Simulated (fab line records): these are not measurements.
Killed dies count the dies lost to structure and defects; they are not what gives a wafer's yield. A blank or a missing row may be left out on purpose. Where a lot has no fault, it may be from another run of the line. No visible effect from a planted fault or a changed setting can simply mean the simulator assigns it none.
Chamber matching -- flow gf180mcu -- GF_V4_CVD_02 on pecvd-04 has 3 sister chambers
The step deposits SiO2 from TEOS, target thk 850 nm, time 94.851 s. 16 wafers are shown with their chamber, then 8 later ones without.

== WAFERS, EACH WITH ITS CHAMBER ==
wafer,chamber,heater-power-w (W),susceptor-temp-C (C)
L079.2,1,745,400.01
L079.5,1,770,399.82
L079.6,0,828,400.09
L081.1,1,792,400.23
L081.4,2,684,400.28
L081.6,0,802,399.71
L083.1,0,860,399.96
L083.2,2,596,399.82
L083.4,1,773,400.23
L086.1,2,585,400.24
L086.2,1,778,400.01
L086.6,0,688,399.45
L087.3,1,699,399.87
L087.4,2,559,400.18
L087.5,1,747,399.92
L092.3,1,633,399.82

SIGNATURES, as means of the wafers listed above
reading,chamber 0,chamber 1,chamber 2,scatter within a chamber
heater-power-w,794.50,742.12,606.00,58.8
susceptor-temp-C,399.8025,399.9887,400.1300,0.209
Rule: distance of a wafer from a chamber = root of the sum over the readings of ((wafer's reading minus chamber's mean) / reading's scatter) squared. The wafer belongs to the nearest chamber; if the next one is less than 2 further off, it can't be placed. The scatter: take each reading less its chamber's mean, square it, sum over the shown wafers, divide by the number of wafers less the number of chambers, and take the root.

== WAFERS MISSING THEIR CHAMBER ==
wafer,heater-power-w (W),susceptor-temp-C (C)
L092.5,863,400.21
L092.6,710,399.84
L095.2,663,400.14
L095.4,657,399.68
L095.5,736,399.82
L096.2,783,399.96
L096.3,800,399.99
L096.6,814,400.05

== THE CHAMBER EACH PASSED THROUGH ==
wafer,from the rows above,in truth
L092.5,can't be placed: 0 or 1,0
L092.6,can't be placed: 1 or 0 or 2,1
L095.2,can't be placed: 2 or 1 or 0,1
L095.4,can't be placed: 1 or 2 or 0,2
L095.5,can't be placed: 1 or 0 or 2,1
L096.2,can't be placed: 1 or 0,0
L096.3,can't be placed: 0 or 1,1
L096.6,can't be placed: 0 or 1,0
Correctly placed: 0 of 8. These rows do not allow placing 8 (true chamber among the candidates in 8). Number placed wrongly: 0.
